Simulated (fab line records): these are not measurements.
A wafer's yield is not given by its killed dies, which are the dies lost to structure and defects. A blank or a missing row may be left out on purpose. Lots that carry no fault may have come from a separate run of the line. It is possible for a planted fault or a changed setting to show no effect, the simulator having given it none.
Code-filled problem report in 8D (eight disciplines) form ; flow sky130 ; the parts of the form that need people (team, actions taken, sign-off) are left out

## 1. PROBLEM STATEMENT
At SKY_CONTACT_STRIP_19, strip time to endpoint s averages 3.398 s over 9 wafers from 3 lots, while fault-free wafers read 3.614 s, standard deviation 0.027. Measured from the usual mean, that is -8.0 standard deviations.
The step: strips in O2/N2.
Earliest sighting: wafer L844.2 on plasma asher-04 at day 37 22:25. The record holds 39 wafers of 13 lots with a number at this step. Rule for "out", or "out of limits": more than 4 standard deviations from the usual mean. All remaining wafers that have a number are taken as sound.

## 2. WHAT IT IS, WHAT IT ISN'T
question;is;is not
which readings at this step;strip time to endpoint s;drypump motor current A
which lots;L844, L845, L847;L826, L829, L830, L831, L832, L834, L835, L837, L846, L848
which wafers of those lots;all that have a number;-
read on which tools;plasma asher-01, plasma asher-03, plasma asher-04;-
when;from day 37 22:25;"up to then (24 sound wafers); but 6 sound wafers of L846, L848 came after"

## 3. THE SUSPECTS, EACH WITH WHAT RULES IT OUT
Counting: a tool at any process step up to the reading remains a suspect when it ran all the lots that are out and ran no sound lot after the first of those.
- litho track-03 at SKY_CONTACT_COAT_09 (resist thk 450 nm): kept. All lots that are out passed through it, beginning with L844 at day 37 09:00, and no sound lot followed; its final sound lot before that point was L832 at day 34 00:00.
Remaining after the count: litho track-03 at SKY_CONTACT_COAT_09.

## 4. THE CAUSE (what the simulator had put in)
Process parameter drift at SKY_CONTACT_COAT_09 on litho track-03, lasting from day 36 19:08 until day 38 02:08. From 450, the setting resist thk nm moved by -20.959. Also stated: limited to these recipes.
After counting, this tool was the only one left.

## 5. THE EFFECT CHAIN, in route order
One row per reading whose mean, taken over the struck wafers that have a number, lies over 3 standard deviations from the usual. Readings are gone through only where the record gives a usual standard deviation; hours: the median, over the lots, of the time from a lot's start at the first step in this table giving one to that lot's start at this step; sigmas: the change measured in usual standard deviations.
hours;step;reading;usual;on struck wafers;change;sigmas
0;SKY_CONTACT_STRIP_19;strip time to endpoint s;3.614 s;3.398;-0.216;-8.0
The process steps in it:
- SKY_CONTACT_STRIP_19: strips in O2/N2.

## 6. WHAT WOULD HAVE CAUGHT IT SOONER
In this record the first reading out of limits was taken at day 37 22:25, 27 hours after the fault began at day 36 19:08.
Lots out: 3; all had begun SKY_CONTACT_COAT_09 on litho track-03 by day 37 22:25. Holding the tool at that point would not have protected any of them.
